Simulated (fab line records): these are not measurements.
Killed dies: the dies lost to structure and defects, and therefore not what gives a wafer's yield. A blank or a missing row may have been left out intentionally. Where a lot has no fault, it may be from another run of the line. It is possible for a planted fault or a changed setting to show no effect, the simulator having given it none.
A lot that was struck, set against a sound lot | flow sfqLine | 14 out of 325 route steps
Sound: wafers L978.2, L978.3, L978.6. The struck wafers were L993.3, L993.5, L993.6. The cause is named last.
Each step with rows lists, per side, the tool, then ch with its chambers, then its first start. Under that, the readings that differ: sound wafers | struck wafers | difference of the means | sigmas: that difference in standard deviations of wafers without a fault.
alike: same words and numbers on both sides, and readings whose means sit less than 2 such deviations apart. not compared: any withheld reading, any reading some wafer has no value for, any bound like >300 that may hide the same value, and any number with overlapping values for which the record gives no deviation.
The two part at a step that has a row with sigmas, a row that says differs or no value, or rows on one side only. Numbers that have no deviation but don't overlap get no sigmas and don't part them. Lack of a reading on every wafer of one side parts them only where that side has two or more wafers.

SFQ_INCOMING_BOW_MEAS_900:
  sound on filmMetro-02 at day 1 10:01; struck on filmMetro-03 at day 4 13:02
  alike: INCOMING_BOW
then, 1 step without rows for these wafers: SFQ_TRILAYER_INCOMING_OXIDATION_002 (target thk 500 nm, ox time 4939 s).
SFQ_TRILAYER_L0_DEP_SPUTTER_003: material MoNx KI, target thk 40 nm, time 100 s.
  sound on pvdSputter-05 at day 1 12:29; struck on pvdSputter-05 at day 4 15:29
  alike: throttleValvePct
SFQ_L0_RS_MEAS_901: the measuring method here is four-point-probe.
  sound on filmMetro-02 at day 1 12:35; struck on filmMetro-03 at day 4 15:36
  alike: L0_MONX_KI_RS
SFQ_L0_THK_MEAS_902: measures by xrf.
  sound on filmMetro-02 at day 1 12:41; struck on filmMetro-03 at day 4 15:42
  alike: L0_MONX_KI_THK
then, 6 steps without rows for these wafers: SFQ_TRILAYER_L0_LITHO_COAT_010 (resist thk 62 nm); SFQ_TRILAYER_L0_LITHO_COAT_005 (resist thk 600 nm); SFQ_TRILAYER_L0_LITHO_SOFTBAKE_009; SFQ_TRILAYER_L0_LITHO_EXPOSE_006 (exposes mask L0, target cd 2000 nm); SFQ_TRILAYER_L0_LITHO_PEB_008 (peb time 60 s); SFQ_TRILAYER_L0_LITHO_DEVELOP_007 (time 60 s).
-- the record jumps here: 3 days lie between the struck wafers' starts before and after --
SFQ_TRILAYER_L0_BARC_OPEN_METAL_ETCH_010: etches BARC in O2, target depth 125 nm, time 41.7 s.
  sound on rieMetal-01 ch 0,1, day 4 09:31; struck on rieMetal-01 ch 0,1, day 7 20:40
reading                                            | sound             | struck            | difference | sigmas
oesProductAu (a.u.)                                | 0.683 0.681 0.687 | 0.816 0.810 0.821 | +0.132     | +29
runLengthS (s)                                     | 70.3 70.3 70.1    | 61.1 61.0 60.5    | -9.4       | -13
timeS (s)                                          | 41.7 41.7 41.7    | 29.19 29.19 29.19 | -12.51     | 
model.KrF_of_TRILAYER_L0_LITHO_COAT_005.thkNm (nm) | 521.6 520.9 522.4 | 539.9 538.3 537.8 | +17.0      | 
  alike: biasW, drypumpMotorCurrentA
  not compared: rfHoursCounterH
SFQ_TRILAYER_L0_ETCH_METAL_ETCH_008: etches MoNx KI in SF6/O2, stops on SiO2, target depth 50 nm, time 25 s.
  sound on rieMetal-01 ch 0,1, day 4 09:34; struck on rieMetal-01 ch 0,1, day 7 20:43
reading                                            | sound           | struck            | difference | sigmas
model.KrF_of_TRILAYER_L0_LITHO_COAT_005.thkNm (nm) | 480 479.3 480.6 | 498.6 497.2 496.8 | +17.6      | 
  alike: biasW, drypumpMotorCurrentA, oesProductAu, runLengthS, timeS
  not compared: rfHoursCounterH
SFQ_TRILAYER_L0_STRIP_STRIP_009: strips in O2.
  sound on rieMetal-01 ch 0,1, day 4 09:37; struck on rieMetal-01 ch 0,1, day 7 20:57
reading             | sound             | struck            | difference | sigmas
oesProductAu (a.u.) | 0.986 0.985 0.996 | 1.000 1.012 1.004 | +0.016     | +2
  alike: drypumpMotorCurrentA
  not compared: rfHoursCounterH

## WHERE THEY PART
Last at SFQ_TRILAYER_L0_STRIP_STRIP_009 as far as this record goes, first at SFQ_TRILAYER_L0_BARC_OPEN_METAL_ETCH_010.

WHY: what had been put in by the simulator
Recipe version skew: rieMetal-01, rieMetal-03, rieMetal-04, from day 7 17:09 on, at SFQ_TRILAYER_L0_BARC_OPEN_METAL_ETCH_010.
